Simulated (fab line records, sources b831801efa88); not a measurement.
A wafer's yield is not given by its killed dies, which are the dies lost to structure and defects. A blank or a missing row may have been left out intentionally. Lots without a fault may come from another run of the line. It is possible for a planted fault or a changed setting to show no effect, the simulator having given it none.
fab line records    flow sky130
record: lots: 4  wafers: 12  last-day: 49
route steps=708 shown VIA1@472 METAL2@483 VIA2@507 PAD_OPEN@708
lots that met no fault: taken from a fault-free run of the same line
start-h: start of the lot's first displayed wafer, in hours after the record's first day    wait-h: hours since the lot's step before    " repeats the value in the row above    L1.1+2: a row that stands for several wafers    - no value, or no start was given    * or withheld: withheld    < > ~ a bound
route shown NAME@n: names a module that has steps shown in the file, with the first one's number in the route    usual: mean and standard deviation over wafers with no fault    same: alike in all rows    chamber/n: place in a boat    sites: the reading at each site    _std_site: standard deviation of those values    _edge_site: the outer-site mean with the inner-site mean subtracted    radius-mm: how far each site lies from the wafer's centre    mask NAME#n: copy n    behind: the last tool/chamber to shape the wafer    hold: the reason the lot was held/the length of the hold in hours/how it ended    device: the n, p or np transistor that did not switch    end of line: the same wafers' tests at the end of the route    step lacking rows: just its recipe    killed: at the first sort, the dies lost to defects and structure; wafer yield is something else    map: the dies of a wafer, with x for killed, . for not killed, _ for no die there
set.NAME: the run value of the setting; set.NAME@STEP: its run value at that earlier step    model.NAME: the simulator's own value behind a step, which no gauge read
lots seen at some steps along the route; tables by step, rows by wafer
services: when a tool's chamber went out of use (start-h, in hours from the record's first day, below 0 if earlier), for how many hours, and the reason
== steps ==
step: SKY_VIA1_ETCH_14
recipe: chemistry: N2/H2  target: BARC  ion-energy-ev: 200  source-w: 500  bias-w: 100  pressure-mtorr: 30  n2-flow-sccm: 100  h2-flow-sccm: 200  stop-on: SiO2  time-s: 45.9  target-depth-a: 600
step: SKY_VIA1_ETCH_15
recipe: target: SiO2  chemistry: C4F8/O2/Ar  target-depth-nm: 351  stop-on: TiN  mask-material: KrF-thick  source-w: 1500  bias-w: 1200  pressure-mtorr: 40  c4f8-flow-sccm: withheld  O2_flow_sccm: 6  Ar_flow_sccm: 300  time-s: 54
step: SKY_VIA1_STRIP_16
recipe: chemistry: O2/N2  power-w: 1400  pressure-mtorr: 1500  platen-temp-c: withheld  o2-flow-sccm: 3000  n2-flow-sccm: 300  overash-fraction: 0.5
step: SKY_VIA1_STRIP_17
recipe: chemistry: post-etch-residue-remover  time-s: 1200  temp-c: 72.5
step: SKY_VIA1_CLEAN_18
recipe: chemistry: IPA  time-s: 180  temp-c: 25
step: SKY_VIA1_CLEAN_19
recipe: chemistry: O3/DIW  dry: n2-spin
step: SKY_VIA1_SPUTTER_20
recipe: material: TiN  target-thk-nm: 20  chamber-pressure-pa: 5  power-w: 4000  time-s: 80
step: SKY_VIA1_CVD_21
recipe: material: W  target-thk-nm: 270  time-s: 80.902  temp-c: 400  pressure-torr: 40
step: SKY_VIA1_CMP_24
recipe: stop-on: SiO2  t-overpolish-s: 15  down-force-psi: 3.5  platen-rpm: 60  target-thk-nm: 0  pad-velocity-m-s: 0.94248
step: SKY_METAL2_SPUTTER_00
recipe: material: Ti  target-thk-nm: 15  power-w: 3000  time-s: 10  chamber-pressure-pa: 0.4
usual: cathode-dc-power-W: 3000.0/0.51  throttle-valve-pct: 29.6/0.91
lot.wafer  tool            chamber  start-h  wait-h  cathode-dc-power-W  throttle-valve-pct
L832.2     pvd-sputter-03  -        868.46   0.2     3000.0              30.4
L832.3     "               -        "        "       2999.9              29.8
L832.6     "               -        "        "       2999.3              29.5
L833.1     pvd-sputter-03  -        877.90   0.2     2998.6              30.3
L833.5     "               -        "        "       3000.3              31.6
L833.6     "               -        "        "       3000.0              29.7
L835.2     pvd-sputter-03  -        889.91   0.2     2999.4              31.7
L835.3     "               -        "        "       2999.9              29.7
L835.5     "               -        "        "       3000.5              29.5
L841.2     pvd-sputter-01  -        935.65   0.2     2999.4              29.8
L841.3     "               -        "        "       3000.4              28.4
L841.4     "               -        "        "       2999.5              28.3
step: SKY_METAL2_SPUTTER_01
recipe: material: TiN  target-thk-nm: 20  power-w: 6500  time-s: 16.7  chamber-pressure-pa: 0.4
step: SKY_METAL2_SPUTTER_02
recipe: material: AlCu  target-thk-nm: 250  power-w: 10600  time-s: 13.3  chamber-pressure-pa: 0.4
step: SKY_METAL2_SPUTTER_03
recipe: material: Ti  target-thk-nm: 5  power-w: 3000  time-s: 3.3  chamber-pressure-pa: 0.4
step: SKY_METAL2_SPUTTER_04
recipe: material: TiN  target-thk-nm: 70  power-w: 6500  time-s: 58.3  chamber-pressure-pa: 0.4
step: SKY_METAL2_DEHYDRATE_07
recipe: temp-c: 200  time-s: 60
step: SKY_METAL2_HMDS_08
recipe: prime-time-s: 60  prime-temp-c: 120
step: SKY_METAL2_COAT_09
recipe: resist: BARC  temp-c: withheld  time-s: withheld  spin-rpm: 3000  resist-thk-nm: 60
step: SKY_METAL2_COAT_10
recipe: resist: KrF-thick  spin-rpm: 3000  resist-thk-nm: 450
step: SKY_METAL2_SOFTBAKE_11
recipe: temp-c: 100  time-s: 90  resist: KrF-thick
step: SKY_METAL2_EXPOSE_12
recipe: mask-id: MM2  na: 0.8  source-shape: annular  sigma-inner: 0.55  sigma-outer: 0.85  target-cd-nm: 140  dose-mj: 28
step: SKY_METAL2_PEB_13
recipe: peb-temp-c: withheld  peb-time-s: withheld  resist: KrF-thick
step: SKY_METAL2_DEVELOP_14
recipe: develop-time-s: 60  resist: KrF-thick  dev-temp-c: 21
step: SKY_METAL2_DESCUM_17
recipe: chemistry: O2  source-power-w: 150  bias-power-w: 0  pressure-mtorr: 10  temp-c: 40  time-s: 8
step: SKY_METAL2_ETCH_18
recipe: chemistry: N2/H2  target: BARC  ion-energy-ev: 200  bias-w: 100  pressure-mtorr: 30  n2-flow-sccm: 100  h2-flow-sccm: 200  icp-w: 500  stop-on: SiO2  time-s: 45.9  target-depth-a: 600
step: SKY_METAL2_METAL_ETCH_19
recipe: target-depth-a: 3600  stop-on: SiO2  over-etch-frac: 0.3  time-s: 78  chemistry: Cl2/BCl3  resist-sidewall-deg: 88  pressure-mtorr: 10  icp-w: 900  bias-w: 48.5  Cl2_flow_sccm: 60  bcl3-flow-sccm: 30
step: SKY_METAL2_STRIP_20
recipe: chemistry: O2/N2  power-w: 1400  pressure-mtorr: 1500  platen-temp-c: withheld  o2-flow-sccm: 3000  n2-flow-sccm: 300  overash-fraction: 0.5
step: SKY_METAL2_STRIP_21
recipe: chemistry: post-etch-residue-remover  time-s: 1200  temp-c: 72.5
step: SKY_METAL2_CLEAN_22
recipe: chemistry: IPA  time-s: 180  temp-c: 25
step: SKY_METAL2_CLEAN_23
recipe: chemistry: O3/DIW  dry: n2-spin
step: SKY_VIA2_HDPCVD_00
recipe: material: SiO2  target-thk-nm: 1180  sigma-open-frac: 0.3  time-s: 196.7  temp-c: 400  sih4-flow-sccm: 60  pressure-mtorr: 6
step: SKY_VIA2_CMP_02
recipe: material: SiO2  down-force-psi: 4  platen-rpm: 60  pad-velocity-m-s: 0.94248
step: SKY_VIA2_DEHYDRATE_04
recipe: temp-c: 200  time-s: 60
step: SKY_VIA2_HMDS_05
recipe: prime-time-s: 60  prime-temp-c: 120
step: SKY_PAD_OPEN_PROBE_99
usual: defect-limited-yield: 82.6/1.9  killed_at_M0_to_M3: 43/7  killed_at_M4_up: 3.1/2  killed-at-contacts: 24/5.3  killed-at-front-end: 15/4.2  killed-at-other: 0.4/0.66  killed-dies: 86/9.5  killed-open: 47/7.4  killed-short: 38/6.2  sort_bin_3_pad_short: 0.9/0.44  sort_bin_5_function: 10.2/1.4  sort_bin_6_memory: 6.4/1.1  sort-n-pass: 406/9.5  sort-yield-pct: 82.6/1.9
same: gross-dies: 492  killed-at-back-side: 0  sort_bin_4_leakage[%]: 0  sort_bin_8_speed[%]: 0
lot.wafer  tool       chamber  start-h  wait-h  defect-limited-yield[%]  killed_at_M0_to_M3  killed_at_M4_up  killed-at-contacts  killed-at-front-end  killed-at-other  killed-dies  killed-open  killed-short  sort_bin_3_pad_short[%]  sort_bin_5_function[%]  sort_bin_6_memory[%]  sort-n-pass  sort-yield-pct[%]  model.etest.tester.sort-n-pass  model.etest.tester.sort-yield-pct  model.etest.tester.sort_bin_5_pct  model.etest.tester.sort_bin_3_pct
L832.2     prober-01  -        1135.40  0.1     81.3                     58                  2                21                  10                   1                92           49           43            1.0                      10.8                    6.9                   400          81.3               400                             81.3                               10.77                              1.016
L832.3     prober-01  -        1135.45  0.2     85.2                     38                  2                20                  13                   0                73           36           37            1.0                      9.8                     4.1                   419          85.2               419                             85.16                              9.756                              1.016
L832.6     prober-01  -        1135.60  0.2     80.5                     45                  1                31                  18                   1                96           49           47            1.2                      11.8                    6.5                   396          80.5               396                             80.49                              11.79                              1.22
L833.1     prober-02  -        1139.55  0.1     78.3                     67                  1                23                  16                   0                107          47           32            2.4                      12.0                    7.3                   385          78.3               385                             78.25                              11.99                              2.439
L833.5     prober-02  -        1139.75  0.2     73.0                     86                  4                25                  18                   0                133          47           44            2.8                      15.2                    8.9                   359          73.0               359                             72.97                              15.24                              2.846
L833.6     prober-02  -        1139.80  0.2     73.4                     83                  2                30                  15                   1                131          45           41            2.6                      16.7                    7.3                   361          73.4               361                             73.37                              16.67                              2.642
L835.2     prober-01  -        1150.12  0.1     74.8                     81                  3                22                  17                   1                124          29           49            2.0                      16.3                    6.9                   368          74.8               368                             74.8                               16.26                              2.033
L835.3     prober-01  -        1150.17  0.2     77.0                     69                  2                29                  13                   0                113          46           30            3.0                      14.2                    5.7                   379          77.0               379                             77.03                              14.23                              3.049
L835.5     prober-01  -        1150.27  0.2     74.6                     85                  4                24                  12                   0                125          46           40            3.3                      14.4                    7.7                   367          74.6               367                             74.59                              14.43                              3.252
L841.2     prober-01  -        1181.77  0.1     82.5                     42                  3                23                  17                   1                86           42           43            1.0                      10.8                    5.7                   406          82.5               406                             82.52                              10.77                              1.016
L841.3     prober-01  -        1181.82  0.2     78.9                     45                  6                31                  22                   0                104          60           44            0.8                      13.4                    6.9                   388          78.9               388                             78.86                              13.41                              0.813
L841.4     prober-01  -        1181.87  0.2     81.7                     45                  3                26                  15                   1                90           56           34            0.6                      10.2                    7.5                   402          81.7               402                             81.71                              10.16                              0.6098
killed by level:class
L832.2 VIA1:geometric-particle:open=18 METAL1:geometric-particle:short=10 METAL2:geometric-particle:short=9 LI_CONTACT:geometric-particle:open=7 VIA2:geometric-particle:open=6 CONTACT:geometric-particle:open=5 CONTACT:geometric-particle:short=5 METAL3:geometric-particle:short=4
L832.3 LI_CONTACT:geometric-particle:open=10 METAL1:geometric-particle:short=9 VIA1:geometric-particle:open=6 CONTACT:geometric-particle:open=5 VIA1:geometric-particle:short=5 METAL2:geometric-particle:short=5 VIA2:geometric-particle:open=5 POLY_GATE:geometric-particle:short=4
L832.6 LI_CONTACT:geometric-particle:open=13 VIA1:geometric-particle:open=9 VIA1:geometric-particle:short=8 METAL2:geometric-particle:short=7 FIELD_ISO:geometric-particle:open=6 CONTACT:geometric-particle:open=6 LI_CONTACT:geometric-particle:short=5 METAL1:geometric-particle:short=5
L833.1 METAL2:unspecified=28 CONTACT:geometric-particle:open=9 VIA2:geometric-particle:open=8 VIA3:geometric-particle:open=7 FIELD_ISO:geometric-particle:open=6 CONTACT:geometric-particle:short=6 VIA1:geometric-particle:open=6 VIA3:geometric-particle:short=5
L833.5 METAL2:unspecified=42 METAL2:geometric-particle:short=13 CONTACT:geometric-particle:open=8 VIA1:geometric-particle:open=8 CONTACT:geometric-particle:short=7 LI_CONTACT:geometric-particle:open=7 VIA2:geometric-particle:open=7 POLY_GATE:geometric-particle:short=5
L833.6 METAL2:unspecified=45 METAL1:geometric-particle:short=11 LI_CONTACT:geometric-particle:open=8 CONTACT:geometric-particle:open=8 LOCAL_INTERCONNECT:geometric-particle:short=7 VIA1:geometric-particle:open=7 FIELD_ISO:geometric-particle:open=5 VIA3:geometric-particle:open=5
L835.2 METAL2:unspecified=46 FIELD_ISO:geometric-particle:short=9 CONTACT:geometric-particle:short=9 VIA1:geometric-particle:open=8 FIELD_ISO:geometric-particle:open=6 METAL1:geometric-particle:short=6 LI_CONTACT:geometric-particle:short=4 VIA3:geometric-particle:short=4
L835.3 METAL2:unspecified=37 VIA1:geometric-particle:open=11 CONTACT:geometric-particle:open=10 LI_CONTACT:geometric-particle:open=7 VIA3:geometric-particle:open=6 FIELD_ISO:geometric-particle:short=5 METAL1:geometric-particle:short=5 LI_CONTACT:geometric-particle:short=4
L835.5 METAL2:unspecified=39 VIA2:geometric-particle:open=9 VIA3:geometric-particle:open=9 VIA1:geometric-particle:short=8 CONTACT:geometric-particle:open=8 LI_CONTACT:geometric-particle:open=7 CONTACT:geometric-particle:short=5 VIA1:geometric-particle:open=5
L841.2 VIA1:geometric-particle:open=12 CONTACT:geometric-particle:open=10 METAL2:geometric-particle:short=10 LI_CONTACT:geometric-particle:open=6 POLY_GATE:geometric-particle:short=5 FIELD_ISO:geometric-particle:short=4 LI_CONTACT:geometric-particle:short=4 VIA1:geometric-particle:short=4
L841.3 VIA1:geometric-particle:open=12 LI_CONTACT:geometric-particle:open=12 CONTACT:geometric-particle:open=9 METAL1:geometric-particle:short=7 VIA3:geometric-particle:open=7 FIELD_ISO:geometric-particle:short=6 FIELD_ISO:geometric-particle:open=5 CONTACT:geometric-particle:short=5
L841.4 VIA1:geometric-particle:open=12 CONTACT:geometric-particle:open=10 METAL2:geometric-particle:short=7 LI_CONTACT:geometric-particle:open=6 VIA3:geometric-particle:open=6 FIELD_ISO:geometric-particle:open=5 LOCAL_INTERCONNECT:geometric-particle:short=5 VIA2:geometric-particle:open=5
map L833.5 (x killed, . not)
__________.x......xx_________
________......x......._______
______......xx.........._____
_____x...................____
____x..xx...x.....x.....x.___
___.x.....xx.....x.xxx.....__
__x.x..x.x....x....x...x...._
_.....x..xx.xxx.x...x...x....
_..x....x....x.......x.......
_...x......xx...x............
_..x........xxx.x...x...x..x.
_x.....x.x.......x.x..xx.....
_........x......x...x..xx....
_...x..x.xx..x....x.x........
_........x.x..x.xx.x...x.....
__.x.x.xxxxx..............x._
___xxxx.xxxxxxx...x.....xx.__
____..xxxxxxx...x.........___
_____xxxxxxxxx......x.x..____
______..xxx...x......xx._____
________.xx.x.....x..._______
__________xx....x.x._________
map L835.5 (x killed, . not)
__________x........._________
________xx.xx.......x._______
______.x...x.........x.._____
_____x......x...x..x....x____
____xxxx...x.......x....x.___
___xxxxxx.....xxx.......x..__
__xxxxxxxx.x................_
_xxxxxxx..x.x....x.xx..xxx...
_.xxxxxxx..........x...x....x
_x.xxxx.x......x..xx....x..xx
_.xx..x.....................x
_.x.........x....x..x...x...x
_..........x..xx.............
_x........xx..x...x.........x
_.x..xx......x...........x...
__......x.....x..x..x......._
___........x.x.............__
____x..............x.....x___
_____..x.x.x............x____
______x......x...x...xx._____
________x.x...x.x.x..._______
__________......x..._________
== services ==
tool            chamber  start-h  hours  kind
pvd-sputter-03  1        847.33   -      consumable-replace:kit
pvd-sputter-03  1        847.33   18.0   scheduled-down
pvd-sputter-03  1        847.33   18.0   vent-cycle
pvd-sputter-01  -        858.52   5.7    repair
pvd-sputter-01  1        933.11   -      consumable-replace:kit
pvd-sputter-01  1        933.11   18.0   scheduled-down
pvd-sputter-01  1        933.11   18.0   vent-cycle
== key ==
first-sign: step: SKY_PAD_OPEN_PROBE_99  reading: killed_at_M0_to_M3  direction: up  sigmas: 5.1  usual: 43  struck: 78
effect: step: SKY_PAD_OPEN_PROBE_99  reading: sort_bin_3_pad_short  direction: up  sigmas: 4.2  usual: 0.9  struck: 2.7
model-effect: step: SKY_PAD_OPEN_PROBE_99  value: etest.tester.sort-n-pass  without: 402.3  struck: 369.8
met-at SKY_METAL2_SPUTTER_00
struck-wafers L833.1,L833.5,L833.6,L835.2,L835.3,L835.5
onset-between 868.46 877.90
fault: kind: chamber-particle-source  tool: pvd-sputter-03  chamber: -  onset-h: 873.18  steps: SKY_METAL2_SPUTTER_00  rate-per-visit-cm2: 0.62386  end-h: 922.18
